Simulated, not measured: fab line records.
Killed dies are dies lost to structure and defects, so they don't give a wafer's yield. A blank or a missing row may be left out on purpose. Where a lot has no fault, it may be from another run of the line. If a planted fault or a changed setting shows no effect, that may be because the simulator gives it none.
Struck lot and sound lot, side by side    flow sfqLine    20 steps out of a route of 325
Sound: the wafers L251.4, L251.5, L251.6. Struck: wafer L266.4. (L266.6 of the same lot was not struck and is left out.) The cause comes at the end.
Per side, at each step with rows, come the tool, then ch with its chambers, and then its first start. Under that, the readings that differ: sound wafers    struck wafers    difference of the means    sigmas: that difference in standard deviations of wafers without a fault.
alike: readings with means less than 2 such deviations apart, plus words and numbers identical on both sides. not compared: withheld readings, readings lacking a value on some wafer, bounds such as >300 that could conceal the same value, and numbers that have no deviation in the record and whose values overlap.
The two part at a step that has a row with sigmas, a row that says differs or no value, or rows on one side only. Numbers that don't overlap but have no deviation are shown without sigmas and don't part them. A reading that every wafer of one side lacks parts them only if that side has two wafers or more.

first, 2 steps without rows for these wafers: SFQ_TRILAYER_I0_VIA_LITHO_PEB_034 (peb time 60 s); SFQ_TRILAYER_I0_VIA_LITHO_DEVELOP_033 (time 60 s).
SFQ_I0_OVL_MEAS_908:
  sound: overlay-01 at day 11 08:34; struck: overlay-02 at day 16 10:49
  alike: I0_OVL
SFQ_TRILAYER_I0_VIA_BARC_OPEN_VIA_ETCH_046: etches BARC in O2, target depth 125 nm, time 41.7 s.
  sound on rieDiel-04 ch 1,2,3, day 11 08:35; struck on rieDiel-02 ch 2, day 16 10:50
  alike: chamberPressureMTorr, drypumpMotorCurrentA, oesProductAu
  not compared: rfHoursCounterH
SFQ_TRILAYER_I0_VIA_ETCH_VIA_ETCH_034: etches SiO2 in CHF3, stops on Nb, target depth 260 nm.
  sound on rieDiel-04 ch 1,2,3, day 11 08:38; struck on rieDiel-02 ch 2, day 16 10:53
  alike: chamberPressureMTorr, drypumpMotorCurrentA, oesProductAu
SFQ_TRILAYER_I0_VIA_STRIP_STRIP_035: strips in O2.
  sound on rieMetal-01 ch 0,1, day 11 08:56; struck on rieMetal-02 ch 0, day 16 11:16
reading                   sound        struck  difference  sigmas
drypumpMotorCurrentA (A)  5.0 5.8 5.0  6.3     +1.0        +2
  alike: chamberPressureMTorr, oesProductAu
  not compared: rfHoursCounterH
then, 2 steps without rows for these wafers: SFQ_TRILAYER_I0_VIA_STRIP_SOLV_CLEAN_036 (cleans in NMP, time 600 s); SFQ_TRILAYER_M1_DEP_PRE_CLEAN_038 (time 22.5 s).
SFQ_TRILAYER_M1_DEP_SPUTTER_037: material Nb, target thk 200 nm, time 133.3 s.
  sound: pvdSputter-04 at day 11 09:32; struck: pvdSputter-03 at day 16 12:00
  alike: basePressurePa, throttleValvePct
SFQ_M1_RS_MEAS_909: measures by four-point-probe.
  sound: filmMetro-01 at day 11 09:41; struck: filmMetro-01 at day 16 12:09
  alike: M1_NB_RS
then, 1 step without rows for these wafers: SFQ_TRILAYER_M1_LITHO_COAT_044 (resist thk 62 nm).
SFQ_TRILAYER_M1_LITHO_COAT_039: resist thk 600 nm.
  sound on lithoTrack-03 ch 0, day 11 10:16; struck on lithoTrack-01 ch 0, day 16 12:43
reading                                             sound              struck  difference  sigmas
model.KrF_of_TRILAYER_M1_LITHO_COAT_039.thkNm (nm)  601.6 603.1 601.5  609.9   +7.8        
then, 4 steps without rows for these wafers: SFQ_TRILAYER_M1_LITHO_SOFTBAKE_043; SFQ_TRILAYER_M1_LITHO_EXPOSE_040 (exposes mask M1, target cd 500 nm); SFQ_TRILAYER_M1_LITHO_PEB_042 (peb time 60 s); SFQ_TRILAYER_M1_LITHO_DEVELOP_041 (time 60 s).
-- the record jumps here: 2 days lie between the struck wafers' starts before and after --
SFQ_M1_OVL_MEAS_911:
  sound: overlay-02 at day 14 03:37; struck: overlay-02 at day 18 23:34
  alike: M1_OVL
then, 1 step without rows for these wafers: SFQ_TRILAYER_M1_BARC_OPEN_METAL_ETCH_054 (etches BARC in O2, target depth 125 nm, time 41.7 s).
SFQ_TRILAYER_M1_ETCH_METAL_ETCH_042: etches Nb in Cl2/Ar, stops on SiO2, target depth 240 nm, time 120 s.
  sound on rieMetal-02 ch 0,1, day 14 03:44; struck on rieMetal-04 ch 0, day 18 23:41
reading                                             sound              struck  difference  sigmas
model.KrF_of_TRILAYER_M1_LITHO_COAT_039.thkNm (nm)  384.4 385.6 383.1  390     +6          
  alike: chamberPressureMTorr, drypumpMotorCurrentA, oesProductAu
  not compared: rfHoursCounterH
SFQ_TRILAYER_M1_STRIP_STRIP_043: strips in O2.
  sound on rieMetal-02 ch 0,1, day 14 04:02; struck on rieMetal-04 ch 0, day 18 23:59
reading                       sound              struck  difference  sigmas
chamberPressureMTorr (mTorr)  49.98 49.98 50.02  50.11   +0.12       +2
  alike: drypumpMotorCurrentA, oesProductAu
  not compared: rfHoursCounterH

== WHERE THEY PART ==
First at SFQ_TRILAYER_I0_VIA_STRIP_STRIP_035; last, within this record, at SFQ_TRILAYER_M1_STRIP_STRIP_043.

WHY: the cause the simulator had injected
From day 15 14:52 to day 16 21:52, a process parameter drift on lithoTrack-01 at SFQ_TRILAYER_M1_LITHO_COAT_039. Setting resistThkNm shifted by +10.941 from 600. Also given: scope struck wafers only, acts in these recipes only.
